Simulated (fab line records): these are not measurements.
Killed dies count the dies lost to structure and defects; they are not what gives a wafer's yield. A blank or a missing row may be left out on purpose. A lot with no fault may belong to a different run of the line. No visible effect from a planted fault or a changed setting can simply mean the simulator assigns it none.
Struck lot and sound lot, side by side || flow gf180mcu || 15 steps out of a route of 602
Sound: wafers L937.1, L937.4, L937.6. Wafers L929.1, L929.2, L929.6 were the ones struck. The cause comes at the end.
Per side, at each step with rows, come the tool, then ch with its chambers, and then its first start. Under that, the readings that differ: sound wafers || struck wafers || difference of the means || sigmas: that difference in standard deviations of wafers without a fault.
alike: words and numbers the same on both sides, and readings whose means are apart by under 2 such deviations; not compared: readings that were withheld, readings missing a value for some wafer, numbers with overlapping values and no deviation given by the record, and bounds like >300 which may hide the same value.
Wherever a step has rows on one side only, a row that says differs or no value, or a row with sigmas, the two part there. When numbers do not overlap yet have no deviation, they are printed without sigmas and do not part them. A reading that every wafer of one side lacks parts them only if that side has two wafers or more.

first, 2 steps without rows for these wafers: GF_M1_PEB_12 (peb time 90 s); GF_M1_DEVELOP_13 (develop time 60 s).
GF_M1_CD_MEAS_14: the cd target is 230 nm.
  sound on cd-sem-02, day 22 09:58; struck on cd-sem-02, day 20 01:29
  alike: cd-nm
GF_M1_OVL_MEAS_15:
  sound on overlay-01, day 22 10:05; struck on overlay-01, day 20 01:37
  alike: M1_OVL
GF_M1_METAL_ETCH_16: etches the open film in Cl2/BCl3, stops on SiO2, target depth 750.8 nm, time 125.1 s.
  sound on rie-metal-04 ch 0,1, day 22 10:08; struck on rie-metal-01 ch 0,1, day 20 01:38
  alike: drypump-motor-current-A, he-backside-leak-sccm, oes-product-au, throttle-valve-pct
  not compared: rf-hours-counter-h
GF_M1_STRIP_17: strips in O2/N2.
  sound on plasma-asher-02 ch 0, day 22 10:16; struck on plasma-asher-04 ch 0,1, day 20 01:46
  alike: drypump-motor-current-A, heater-power-w, oes-product-au, strip-time-to-endpoint-s
  not compared: rf-hours-counter-h
then, 3 steps without rows for these wafers: GF_M1_STRIP_18 (strips in post etch residue remover, time 1200 s); GF_M1_CLEAN_19 (cleans in DIW); GF_V1_CVD_00 (deposits SiO2, target thk 600 nm, time 100 s).
GF_V1_THK_MEAS_01:
  sound on film-metro-02, day 22 10:59; struck on film-metro-02, day 20 02:23
{"reading": "V1_CVD_00_THK (nm)", "sound": "609 614 606", "struck": "600 592 600", "difference": -12, "sigmas": -2}
GF_V1_CVD_02: deposits SiO2 from TEOS, target thk 850 nm, time 94.851 s.
  sound on pecvd-04 ch 0,2, day 22 11:03; struck on pecvd-04 ch 1,2, day 20 02:26
  alike: heater-power-w
GF_V1_THK_MEAS_03:
  sound on film-metro-04, day 22 11:07; struck on film-metro-04, day 20 02:31
  alike: V1_CVD_02_THK
GF_V1_CMP_04: polishes SiO2.
  sound on cmp-02 ch 0,2, day 22 11:11; struck on cmp-01 ch 0,1,2, day 20 02:40
{"reading": "platen-rpm (rpm)", "sound": "60.03 59.91 60.07", "struck": "53.97 53.95 54.03", "difference": -6.02, "sigmas": "-99 or more"}
{"reading": "time-to-endpoint-s (s)", "sound": "80 88 78", "struck": "107 99 106", "difference": "+22", "sigmas": "+3"}
  alike: motor-current-A, slurry-flow-ml-min
GF_V1_BOW_MEAS_05:
  sound on film-metro-04, day 22 11:29; struck on film-metro-04, day 20 02:52
  alike: V1_BOW
-- the record jumps here: 11 days lie between the struck wafers' starts before and after (it left off in module V1 and takes up again in module PASSIVATION, whose first step shown is number 602 of the route) --
GF_PASSIVATION_PROBE_99:
  the record has rows for the struck wafers here (prober-01, day 31 10:44) and none for the sound ones

## WHERE THEY PART
First at GF_V1_THK_MEAS_01; last, within this record, at GF_PASSIVATION_PROBE_99.

WHY: whatever the simulator had introduced
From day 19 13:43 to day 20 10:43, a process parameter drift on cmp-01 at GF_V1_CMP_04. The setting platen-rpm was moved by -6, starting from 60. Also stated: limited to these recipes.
